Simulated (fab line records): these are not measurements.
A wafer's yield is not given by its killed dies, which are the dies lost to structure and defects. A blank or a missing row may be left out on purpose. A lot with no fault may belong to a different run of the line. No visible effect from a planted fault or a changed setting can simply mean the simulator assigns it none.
Which of the tools did it?    flow gf180mcu    14 lots with 42 wafers sampled at 4 steps, on a route of 602 steps

WHAT THE GAUGES READ, wafer by wafer
GF_M1_CD_MEAS_14 targets a cd of 230 nm.
lot   measured      on         cd-nm (nm)
L824  day 17 01:34  cd-sem-01  229.0 229.2 229.2
L825  day 17 17:55  cd-sem-01  230.2 230.3 229.5
L826  day 17 21:16  cd-sem-01  229.3 229.8 228.9
L828  day 18 18:43  cd-sem-01  229.8 230.5 230.9
L829  day 18 23:52  cd-sem-01  230.7 229.5 231.1
L830  day 19 17:16  cd-sem-01  230.4 228.8 230.2
L831  day 19 21:55  cd-sem-02  230.7 231.2 229.6
L832  day 20 03:55  cd-sem-01  230.3 229.3 231.0
L833  day 20 07:31  cd-sem-02  229.0 228.5 228.8
L834  day 21 02:04  cd-sem-02  230.0 228.6 229.6
L835  day 21 05:01  cd-sem-01  228.7 230.3 230.0
L837  day 22 00:55  cd-sem-02  228.9 228.2 229.0
L840  day 23 06:40  cd-sem-02  228.1 228.6 229.6
L844  day 24 08:28  cd-sem-01  229.4 229.0 229.1

WHICH TOOL RAN EACH LOT (tool, then ch and the chambers of the sampled wafers, then the start)
lot   GF_MVSD_IMPLANT_09              GF_CONTACT_CVD_02                GF_M1_SPUTTER_02
L824  implanter-03 ch 0, day 4 11:49  pecvd-04 ch 0,1, day 15 02:18    pvd-sputter-03, day 16 02:31
L825  implanter-02 ch 0, day 4 16:14  pecvd-01 ch 0,1, day 15 18:19    pvd-sputter-03, day 16 19:07
L826  implanter-02 ch 0, day 4 22:46  pecvd-04 ch 0,2, day 15 22:14    pvd-sputter-04, day 16 22:39
L828  implanter-02 ch 0, day 5 09:14  pecvd-01 ch 0,1, day 16 18:28    pvd-sputter-04, day 17 19:18
L829  implanter-03 ch 0, day 5 15:11  pecvd-04 ch 1,2, day 16 23:00    pvd-sputter-01, day 17 23:25
L830  implanter-02 ch 0, day 5 22:16  pecvd-01 ch 1,2, day 17 15:22    pvd-sputter-04, day 18 16:51
L831  implanter-02 ch 0, day 6 01:46  pecvd-01 ch 0,1, day 17 20:01    pvd-sputter-04, day 18 21:52
L832  implanter-04 ch 0, day 6 10:11  pecvd-03 ch 0,1, day 18 00:55    pvd-sputter-03, day 19 03:10
L833  implanter-03 ch 0, day 6 14:05  pecvd-04 ch 0,1,2, day 18 06:05  pvd-sputter-03, day 19 07:58
L834  implanter-04 ch 0, day 6 20:01  pecvd-04 ch 0,1,2, day 18 23:34  pvd-sputter-04, day 20 02:04
L835  implanter-04 ch 0, day 7 03:19  pecvd-03 ch 0,1, day 19 02:25    pvd-sputter-04, day 20 04:48
L837  implanter-02 ch 0, day 7 12:40  pecvd-03 ch 0,1,2, day 19 23:21  pvd-sputter-04, day 21 01:42
L840  implanter-04 ch 0, day 8 08:28  pecvd-04 ch 0,1,2, day 21 05:41  pvd-sputter-03, day 22 07:31
L844  implanter-03 ch 0, day 9 05:16  pecvd-03 ch 0,1,2, day 22 08:55  pvd-sputter-01, day 23 09:45
- GF_MVSD_IMPLANT_09
- GF_CONTACT_CVD_02: deposits SiO2 from TEOS, target thk 860 nm, time 95.992 s.
- GF_M1_SPUTTER_02: material AlCu, target thk 450 nm, time 23.9 s.

WHAT THE TOOLS THEMSELVES READ (means of the sampled wafers that have a number; where no wafer has one, the mark that the record gives instead)
GF_MVSD_IMPLANT_09.
lot   tool          beam-energy-keV
L824  implanter-03  100.03
L825  implanter-02  99.99
L826  implanter-02  100.01
L828  implanter-02  99.96
L829  implanter-03  100.03
L830  implanter-02  100.02
L831  implanter-02  100.03
L832  implanter-04  100.00
L833  implanter-03  99.99
L834  implanter-04  100.03
L835  implanter-04  93.85
L837  implanter-02  100.02
L840  implanter-04  93.89
L844  implanter-03  100.04

GF_CONTACT_CVD_02.
lot   tool      heater-power-w (W)
L824  pecvd-04  718
L825  pecvd-01  581
L826  pecvd-04  729
L828  pecvd-01  558
L829  pecvd-04  639
L830  pecvd-01  658
L831  pecvd-01  628
L832  pecvd-03  771
L833  pecvd-04  733
L834  pecvd-04  688
L835  pecvd-03  769
L837  pecvd-03  710
L840  pecvd-04  676
L844  pecvd-03  785

GF_M1_SPUTTER_02.
lot   tool            throttle-valve-pct (%)
L824  pvd-sputter-03  30.4
L825  pvd-sputter-03  30.6
L826  pvd-sputter-04  30.5
L828  pvd-sputter-04  30.0
L829  pvd-sputter-01  30.6
L830  pvd-sputter-04  30.2
L831  pvd-sputter-04  30.2
L832  pvd-sputter-03  29.7
L833  pvd-sputter-03  30.3
L834  pvd-sputter-04  30.3
L835  pvd-sputter-04  30.1
L837  pvd-sputter-04  30.3
L840  pvd-sputter-03  30.2
L844  pvd-sputter-01  30.9

THE ANSWER, worked out from the rows above alone
Rule: the lots themselves supply what counts as usual. Put in order of their means at a reading, lots are off if they are a third of the lots or fewer, leave a main group of 4 or more, and stand apart from it by a gap of 3 or more times the standard deviation of the main group's means; of several such gaps the widest counts. If all means in a main group match to the digits the tables above print for the reading, that group is not used. Also off: a lot with no number at a reading for which 4 or more lots have one. The other lots that the step has rows for count as sound. The gauges are gone through in route order, then the tools' own readings, and for those a lot's mean is taken as printed above. At the first step where some lot is off, the reading lying furthest off is the one used; lots without a number count as furthest.
Off, at GF_MVSD_IMPLANT_09 on beam-energy-keV: L835, L840. Main group: mean 100.01, sd 0.022.
A tool fits if, at that step or a process step before it, it ran every lot that is off, and no sound lot after the first of them. One candidate fits, namely implanter-04 at GF_MVSD_IMPLANT_09. Its last sound lot is L834 (day 6 20:01), its first lot that is off L835 (day 7 03:19): a fault that began between those two fits.
The tool's own readings at GF_MVSD_IMPLANT_09 bear it out: on the lots that are off they differ by more than 5 times the standard deviation of the sound lots' means. beam-energy-keV reads 93.87 there against 100.01 on the sound lots.

WHAT THE SIMULATOR HAD PUT IN
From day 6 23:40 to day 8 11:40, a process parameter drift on implanter-04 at GF_MVSD_IMPLANT_09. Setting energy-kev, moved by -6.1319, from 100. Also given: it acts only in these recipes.
Shown lots that were struck: L835, L840. The same result came from the rule above.
